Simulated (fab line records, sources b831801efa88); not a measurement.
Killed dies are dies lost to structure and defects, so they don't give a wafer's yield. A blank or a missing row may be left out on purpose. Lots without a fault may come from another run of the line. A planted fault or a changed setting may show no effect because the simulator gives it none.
One fault seen from 2 desks | flow sky130 | each desk has only its own numbers; what lay behind them comes last

THE TOOL OWNER'S DESK: wet_bench-02
The tool's own readings at SKY_GATE_OXIDE_CLEAN_15 (cleans in SC1/SC2, time 150 s): means of the sampled wafers that have a number, for each lot that ran on this tool. A lot is out of limits, marked OUT, if its mean lies more than 4 standard deviations from the usual mean; the brackets give that distance.
Columns: A = run_length_s at SKY_GATE_OXIDE_CLEAN_15, usual 177 s
lot  | first seen here | A
L788 | day 15 00:44    | 180
L796 | day 17 15:38    | 173
L800 | day 19 13:03    | 180
L805 | day 21 12:48    | 104 (-24) OUT
L806 | day 22 04:45    | 96 (-27) OUT
This desk's finding: out of limits on L805, L806; first on L805, day 21 12:48 (run_length_s at SKY_GATE_OXIDE_CLEAN_15). In limits: L788, L796, L800.

THE METROLOGY DESK
What the gauges read, lot by lot, whatever tool the lot ran on: means of the sampled wafers that have a number. A lot is out of limits, marked OUT, if its mean lies more than 4 standard deviations from the usual mean; the brackets give that distance.
Columns: A = GATE_OXIDE_OXIDATION_00_THK at SKY_GATE_OXIDE_THK_MEAS_02, usual 10.25 nm; B = cd_nm at SKY_POLY_GATE_CD_MEAS_13, usual 150.2 nm
lot  | first seen here | A     | B
L786 | day 13 04:54    | 10.31 | 148.9
L787 | day 13 12:37    | 10.46 | 148.5
L788 | day 13 21:27    | 10.12 | 148.7
L790 | day 14 12:01    | 10.14 | 150.3
L791 | day 14 21:16    | 10.13 | 152.8
L792 | day 15 05:16    | 10.20 | 151.6
L793 | day 15 08:14    | 9.96  | 151.8
L794 | day 15 22:32    | 10.31 | 150.6
L796 | day 16 10:55    | 10.45 | 149.0
L798 | day 17 03:44    | 10.23 | 151.2
L800 | day 18 06:44    | 10.08 | 152.6
L805 | day 20 05:57    | 10.68 | 148.4
L806 | day 20 21:52    | 10.42 | 149.7
This desk's finding: nothing out of limits on any of the 13 lots.

PUT TOGETHER
The tool owner's desk could have raised an alarm at day 21 12:48, on L805, L806.
The metrology desk saw nothing out of limits.
The metrology desk has L805, L806 on record, within its limits.
Of the lots named, all ran SKY_GATE_OXIDE_CLEAN_15 on wet_bench-02.

WHAT THE SIMULATOR HAD PUT IN
Process parameter drift: wet_bench-02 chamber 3, from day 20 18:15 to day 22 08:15, at SKY_GATE_OXIDE_CLEAN_15. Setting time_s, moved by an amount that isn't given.
Lots struck among those shown: L805, L806.
Hours from the fault's start to each desk's first reading out of limits: the tool owner's desk, 19.
